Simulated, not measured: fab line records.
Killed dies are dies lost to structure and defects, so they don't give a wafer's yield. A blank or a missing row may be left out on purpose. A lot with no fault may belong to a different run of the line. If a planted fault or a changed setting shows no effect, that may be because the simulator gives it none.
Which of the tools did it? / flow sky130 / 11 lots, 33 wafers sampled, at 3 steps of a route of 708

## WHAT THE GAUGES READ, wafer by wafer
SKY_METAL4_CD_MEAS_13: target cd 300 nm.
lot=L112; measured=day 41 15:04; on=cdSem-01; cdNm (nm)=300.8 300.3 301.1
lot=L113; measured=day 42 04:45; on=cdSem-02; cdNm (nm)=300.1 299.0 299.0
lot=L118; measured=day 43 09:53; on=cdSem-01; cdNm (nm)=297.1 297.6 298.5
lot=L120; measured=day 44 06:05; on=cdSem-02; cdNm (nm)=298.1 298.2 300.3
lot=L124; measured=day 45 02:06; on=cdSem-02; cdNm (nm)=301.7 302.6 302.6
lot=L127; measured=day 46 06:02; on=cdSem-02; cdNm (nm)=297.7 298.4 298.7
lot=L129; measured=day 46 17:56; on=cdSem-01; cdNm (nm)=298.1 298.2 297.6
lot=L131; measured=day 46 20:54; on=cdSem-01; cdNm (nm)=299.9 299.3 299.5
lot=L135; measured=day 48 04:38; on=cdSem-02; cdNm (nm)=297.5 298.4 299.6
lot=L134; measured=day 48 07:33; on=cdSem-02; cdNm (nm)=300.6 302.2 302.2
lot=L133; measured=day 48 11:09; on=cdSem-02; cdNm (nm)=296.0 295.7 295.0

## TOOL THAT RAN EACH LOT (tool first, then ch and the chambers of the sampled wafers, then the start)
lot=L112; SKY_METAL3_ETCH_17=rieDiel-04 ch 1,2, day 38 08:25; SKY_VIA3_ETCH_14=rieDiel-03 ch 2,3, day 39 11:43
lot=L113; SKY_METAL3_ETCH_17=rieDiel-04 ch 0,1,3, day 39 00:12; SKY_VIA3_ETCH_14=rieDiel-03 ch 1,3, day 40 02:10
lot=L118; SKY_METAL3_ETCH_17=rieDiel-03 ch 0,1,2, day 40 07:26; SKY_VIA3_ETCH_14=rieDiel-02 ch 0,1,2, day 41 09:19
lot=L120; SKY_METAL3_ETCH_17=rieDiel-01 ch 1,2,3, day 41 04:03; SKY_VIA3_ETCH_14=rieDiel-01 ch 0,3, day 42 05:40
lot=L124; SKY_METAL3_ETCH_17=rieDiel-01 ch 0,2, day 42 02:18; SKY_VIA3_ETCH_14=rieDiel-02 ch 0,2,3, day 43 03:22
lot=L127; SKY_METAL3_ETCH_17=rieDiel-03 ch 2,3, day 43 08:29; SKY_VIA3_ETCH_14=rieDiel-02 ch 0,1,2, day 44 08:50
lot=L129; SKY_METAL3_ETCH_17=rieDiel-04 ch 0,1, day 43 22:13; SKY_VIA3_ETCH_14=rieDiel-03 ch 0,1, day 44 21:31
lot=L131; SKY_METAL3_ETCH_17=rieDiel-04 ch 0,1,2, day 44 00:33; SKY_VIA3_ETCH_14=rieDiel-02 ch 0,2,3, day 45 00:19
lot=L135; SKY_METAL3_ETCH_17=rieDiel-01 ch 1,2,3, day 45 11:40; SKY_VIA3_ETCH_14=rieDiel-01 ch 0,1,3, day 46 10:34
lot=L134; SKY_METAL3_ETCH_17=rieDiel-01 ch 0,1, day 45 14:25; SKY_VIA3_ETCH_14=rieDiel-01 ch 0,3, day 46 13:01
lot=L133; SKY_METAL3_ETCH_17=rieDiel-04 ch 0,1,2, day 45 19:52; SKY_VIA3_ETCH_14=rieDiel-03 ch 1,2,3, day 46 18:04
- SKY_METAL3_ETCH_17: etches SiO2 in C4F8/O2/Ar, stops on TiN, time 3.9 s, target depth 15 nm.
- SKY_VIA3_ETCH_14: etches BARC in N2/H2, stops on SiO2, time 45.9 s, target depth 60 nm.

## WHAT THE TOOLS THEMSELVES READ (means of the sampled wafers that have a number; where no wafer has one, the mark that the record gives instead)
SKY_METAL3_ETCH_17.
lot=L112; tool=rieDiel-04; oesProductAu (a.u.)=0.750
lot=L113; tool=rieDiel-04; oesProductAu (a.u.)=0.753
lot=L118; tool=rieDiel-03; oesProductAu (a.u.)=0.764
lot=L120; tool=rieDiel-01; oesProductAu (a.u.)=0.758
lot=L124; tool=rieDiel-01; oesProductAu (a.u.)=0.748
lot=L127; tool=rieDiel-03; oesProductAu (a.u.)=0.755
lot=L129; tool=rieDiel-04; oesProductAu (a.u.)=0.759
lot=L131; tool=rieDiel-04; oesProductAu (a.u.)=0.753
lot=L135; tool=rieDiel-01; oesProductAu (a.u.)=0.753
lot=L134; tool=rieDiel-01; oesProductAu (a.u.)=0.753
lot=L133; tool=rieDiel-04; oesProductAu (a.u.)=0.759

SKY_VIA3_ETCH_14.
lot=L112; tool=rieDiel-03; drypumpMotorCurrentA (A)=5.7; h2FlowSccm (sccm)=200.1; oesProductAu (a.u.)=0.855; throttleValvePct (%)=13.221
lot=L113; tool=rieDiel-03; drypumpMotorCurrentA (A)=5.6; h2FlowSccm (sccm)=199.8; oesProductAu (a.u.)=0.853; throttleValvePct (%)=13.221
lot=L118; tool=rieDiel-02; drypumpMotorCurrentA (A)=5.7; h2FlowSccm (sccm)=199.5; oesProductAu (a.u.)=0.853; throttleValvePct (%)=13.232
lot=L120; tool=rieDiel-01; drypumpMotorCurrentA (A)=5.0; h2FlowSccm (sccm)=200.5; oesProductAu (a.u.)=0.857; throttleValvePct (%)=13.238
lot=L124; tool=rieDiel-02; drypumpMotorCurrentA (A)=5.9; h2FlowSccm (sccm)=199.6; oesProductAu (a.u.)=0.854; throttleValvePct (%)=13.229
lot=L127; tool=rieDiel-02; drypumpMotorCurrentA (A)=5.8; h2FlowSccm (sccm)=199.8; oesProductAu (a.u.)=0.852; throttleValvePct (%)=13.232
lot=L129; tool=rieDiel-03; drypumpMotorCurrentA (A)=6.1; h2FlowSccm (sccm)=199.7; oesProductAu (a.u.)=0.856; throttleValvePct (%)=13.226
lot=L131; tool=rieDiel-02; drypumpMotorCurrentA (A)=5.9; h2FlowSccm (sccm)=200.0; oesProductAu (a.u.)=0.854; throttleValvePct (%)=13.223
lot=L135; tool=rieDiel-01; drypumpMotorCurrentA (A)=5.4; h2FlowSccm (sccm)=200.3; oesProductAu (a.u.)=0.852; throttleValvePct (%)=13.224
lot=L134; tool=rieDiel-01; drypumpMotorCurrentA (A)=5.0; h2FlowSccm (sccm)=199.4; oesProductAu (a.u.)=0.858; throttleValvePct (%)=13.227
lot=L133; tool=rieDiel-03; drypumpMotorCurrentA (A)=5.7; h2FlowSccm (sccm)=199.8; oesProductAu (a.u.)=0.854; throttleValvePct (%)=13.225

## THE ANSWER, worked out from the rows above alone
Rule: usual is defined by the lots themselves. The widest of any qualifying gaps counts: lots, ordered by their means at a reading, are off when they make up no more than a third of the lots, leave a main group of 4 or more, and stand apart from it by 3 or more times the standard deviation of that group's means. The tables above print the reading to a certain number of digits; a main group whose means all agree to those digits is not used. Also off: a lot with no number at a reading for which 4 or more lots have one. The other lots that the step has rows for count as sound. The gauges are gone through in route order, then the tools' own readings, and for those a lot's mean is taken as printed above. The first step at which some lot is off is used, and at that step the reading that is off furthest; a lot without a number counts as furthest.
Across all readings shown, no lot is off: no conclusion can be drawn from this.

## WHAT WAS PUT IN BY THE SIMULATOR
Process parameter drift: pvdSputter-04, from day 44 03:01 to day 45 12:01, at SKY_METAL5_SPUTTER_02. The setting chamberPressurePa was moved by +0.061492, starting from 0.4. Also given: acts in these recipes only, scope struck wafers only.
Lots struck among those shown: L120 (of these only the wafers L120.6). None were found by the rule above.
